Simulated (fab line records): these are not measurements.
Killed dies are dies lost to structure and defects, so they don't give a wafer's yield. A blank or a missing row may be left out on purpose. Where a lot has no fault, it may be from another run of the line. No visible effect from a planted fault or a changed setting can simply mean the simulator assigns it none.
Which tool is to blame? + flow gf180mcu + 12 lots, 35 wafers sampled, at 5 steps of a route of 602

## WHAT THE GAUGES SHOWED, per wafer
GF_HV_LDD_TW_MEAS_11. Usual: HV_LDD_TW typically reads 2428, with standard deviation 13.
| lot  | measured     | on            | HV_LDD_TW      | flag |
|------|--------------|---------------|----------------|------|
| L553 | day 10 00:37 | film metro-03 | 2435 2431 2442 |      |
| L554 | day 10 05:40 | film metro-02 | 2425 2423 2418 |      |
| L555 | day 10 21:47 | film metro-03 | 2436 2430 2432 |      |
| L557 | day 11 05:00 | film metro-02 | 2413 2414 2419 |      |
| L558 | day 11 14:28 | film metro-02 | 2428 2417 2424 |      |
| L559 | day 11 22:11 | film metro-02 | 2423 2405 2406 |      |
| L561 | day 12 11:40 | film metro-02 | 2242 2410 2428 | OFF  |
| L562 | day 12 15:34 | film metro-02 | 2249 2405      | OFF  |
| L572 | day 15 22:50 | film metro-02 | 2428 2435 2434 |      |
| L573 | day 16 06:03 | film metro-02 | 2427 2441 2435 |      |
| L574 | day 16 06:56 | film metro-03 | 2432 2426 2421 |      |
| L575 | day 16 17:14 | film metro-03 | 2423 2429 2432 |      |

GF_HV_LDD_RS_MEAS_53: a four-point-probe measurement. Usual: HV_LDD_RS typically reads 418.4 ohm/sq, with standard deviation 1.2.
| lot  | measured     | on            | HV_LDD_RS (ohm/sq) | flag |
|------|--------------|---------------|--------------------|------|
| L553 | day 12 09:32 | film metro-02 | 418.7 418.7 418.2  |      |
| L554 | day 12 15:46 | film metro-03 | 417.4 418.4 417.7  |      |
| L555 | day 13 08:41 | film metro-02 | 419.5 419.2 419.5  |      |
| L557 | day 13 16:48 | film metro-02 | 419.8 417.9 418.2  |      |
| L558 | day 14 02:38 | film metro-02 | 418.0 418.9 418.7  |      |
| L559 | day 14 10:10 | film metro-02 | 419.2 420.2 420.5  |      |
| L561 | day 15 01:24 | film metro-03 | 467.0 417.6 417.8  | OFF  |
| L562 | day 15 05:47 | film metro-02 | 470.8 421.1        | OFF  |
| L572 | day 18 21:34 | film metro-02 | 420.2 418.5 418.5  |      |
| L573 | day 19 04:55 | film metro-03 | 418.2 417.9 418.2  |      |
| L574 | day 19 06:45 | film metro-03 | 417.7 417.4 418.0  |      |
| L575 | day 19 17:37 | film metro-02 | 419.7 417.8 418.7  |      |

GF_NSD_OVL_MEAS_08. Usual: NSD_OVL typically reads -2.2 nm, with standard deviation 1.4.
| lot  | measured     | on         | NSD_OVL (nm)   | flag |
|------|--------------|------------|----------------|------|
| L553 | day 13 07:49 | overlay-01 | -3.1 -3.5 -3.1 |      |
| L554 | day 13 14:36 | overlay-02 | -1.3 -2.2 -1.5 |      |
| L555 | day 14 09:08 | overlay-02 | -0.5 -0.6 -0.8 |      |
| L557 | day 14 16:12 | overlay-01 | -1.2 -3.0 -2.5 |      |
| L558 | day 15 02:10 | overlay-01 | -3.3 -4.3 -3.0 |      |
| L559 | day 15 09:59 | overlay-01 | -0.8 -1.0 -2.5 |      |
| L561 | day 16 02:34 | overlay-01 | -2.3 -3.2 -2.6 |      |
| L562 | day 16 06:04 | overlay-01 | -3.7 -3.7      |      |
| L572 | day 20 00:39 | overlay-01 | -1.5 -3.2 -0.8 |      |
| L573 | day 20 09:37 | overlay-02 | 0.0 -0.4 0.0   |      |
| L574 | day 20 12:03 | overlay-01 | 0.1 -1.1 -2.0  |      |
| L575 | day 20 21:12 | overlay-01 | -1.4 -0.9 -1.8 |      |

## EACH LOT AND THE TOOL THAT RAN IT (in order: tool; ch and the chambers of the sampled wafers; start)
| lot  | GF_POLY_GATE_ETCH_12               | GF_HV_LDD_IMPLANT_09            |
|------|------------------------------------|---------------------------------|
| L553 | rie diel-04 ch 0,3, day 9 04:24    | implanter-02 ch 0, day 10 00:24 |
| L554 | rie diel-01 ch 0,1,3, day 9 08:43  | implanter-03 ch 0, day 10 05:28 |
| L555 | rie diel-01 ch 0,1,3, day 10 01:21 | implanter-04 ch 0, day 10 21:33 |
| L557 | rie diel-02 ch 0,1,3, day 10 08:39 | implanter-04 ch 0, day 11 04:45 |
| L558 | rie diel-04 ch 0,2, day 10 17:44   | implanter-04 ch 0, day 11 14:15 |
| L559 | rie diel-04 ch 0,2, day 11 01:18   | implanter-04 ch 0, day 11 21:56 |
| L561 | rie diel-02 ch 2,3, day 11 14:37   | implanter-04 ch 0, day 12 11:26 |
| L562 | rie diel-04 ch 2,3, day 11 18:32   | implanter-04 ch 0, day 12 15:19 |
| L572 | rie diel-04 ch 0,1,2, day 14 23:19 | implanter-04 ch 0, day 15 22:36 |
| L573 | rie diel-02 ch 1,2, day 15 04:03   | implanter-04 ch 0, day 16 05:49 |
| L574 | rie diel-04 ch 0,3, day 15 06:29   | implanter-04 ch 0, day 16 06:41 |
| L575 | rie diel-01 ch 0,2,3, day 15 16:27 | implanter-03 ch 0, day 16 16:59 |
- GF_POLY_GATE_ETCH_12: etches BARC in N2/H2.
- GF_HV_LDD_IMPLANT_09

## WHAT THE TOOLS THEMSELVES READ (means of the sampled wafers that have a number; where no wafer has one, the mark that the record gives instead)
GF_POLY_GATE_ETCH_12. Usual: drypump motor current A 5.7 A, standard deviation 0.43; h2 flow sccm 199.9 sccm, standard deviation 0.62; oes product au 0.735 a.u., standard deviation 0.0048; throttle valve pct 13.216 %, standard deviation 0.0085.
| lot  | tool        | drypump motor current A (A) | h2 flow sccm (sccm) | oes product au (a.u.) | throttle valve pct (%) | flag |
|------|-------------|-----------------------------|---------------------|-----------------------|------------------------|------|
| L553 | rie diel-04 | 5.5                         | 200.0               | 0.734                 | 13.220                 |      |
| L554 | rie diel-01 | 5.9                         | 199.9               | 0.733                 | 13.208                 |      |
| L555 | rie diel-01 | 5.9                         | 200.0               | 0.734                 | 13.217                 |      |
| L557 | rie diel-02 | 5.7                         | 199.1               | 0.735                 | 13.215                 |      |
| L558 | rie diel-04 | 5.4                         | 199.8               | 0.736                 | 13.218                 |      |
| L559 | rie diel-04 | 5.4                         | 199.6               | 0.738                 | 13.212                 |      |
| L561 | rie diel-02 | 5.8                         | 199.5               | 0.737                 | 13.217                 |      |
| L562 | rie diel-04 | 5.7                         | 199.8               | 0.734                 | 13.215                 |      |
| L572 | rie diel-04 | 5.5                         | 200.1               | 0.736                 | 13.221                 |      |
| L573 | rie diel-02 | 5.6                         | 199.4               | 0.741                 | 13.212                 |      |
| L574 | rie diel-04 | 5.5                         | 200.8               | 0.732                 | 13.219                 |      |
| L575 | rie diel-01 | 5.9                         | 199.6               | 0.736                 | 13.213                 |      |

GF_HV_LDD_IMPLANT_09. Usual: beam on s 10.02 s, standard deviation 0.19; faraday current uA 562, standard deviation 10.
| lot  | tool         | beam on s (s) | faraday current uA | flag |
|------|--------------|---------------|--------------------|------|
| L553 | implanter-02 | 9.98          | 565                |      |
| L554 | implanter-03 | 10.12         | 556                |      |
| L555 | implanter-04 | 9.86          | 570                |      |
| L557 | implanter-04 | 10.05         | 560                |      |
| L558 | implanter-04 | 10.03         | 563                |      |
| L559 | implanter-04 | 9.90          | 569                |      |
| L561 | implanter-04 | 9.43          | 610                | OFF  |
| L562 | implanter-04 | 8.77          | 654                | OFF  |
| L572 | implanter-04 | 9.91          | 568                |      |
| L573 | implanter-04 | 10.11         | 556                |      |
| L574 | implanter-04 | 10.02         | 563                |      |
| L575 | implanter-03 | 9.99          | 565                |      |

## THE ANSWER, worked out from the rows above alone
Rule: a lot counts as off when the mean over its wafers that have a number is more than 3 standard deviations away from the usual mean. A lot without any number at a reading at which 4 lots or more have one is off too. The other lots that the step has rows for count as sound. The gauges are gone through in route order, then the tools' own readings, and for those a lot's mean is taken as printed above. The first step at which some lot is off is used, and at that step the reading that is off furthest; a lot without a number counts as furthest.
Off: L561, L562, at GF_HV_LDD_TW_MEAS_11 (HV_LDD_TW).
A tool fits if, at a process step before that reading, it ran every lot that is off, and no sound lot after the first of them. The gauges at GF_HV_LDD_TW_MEAS_11 aren't tried: what is off there is off at GF_HV_LDD_IMPLANT_09 too, on other tools, and a gauge's error can't cause that. Of those tried, none fits.

## WHAT THE SIMULATOR PUT IN
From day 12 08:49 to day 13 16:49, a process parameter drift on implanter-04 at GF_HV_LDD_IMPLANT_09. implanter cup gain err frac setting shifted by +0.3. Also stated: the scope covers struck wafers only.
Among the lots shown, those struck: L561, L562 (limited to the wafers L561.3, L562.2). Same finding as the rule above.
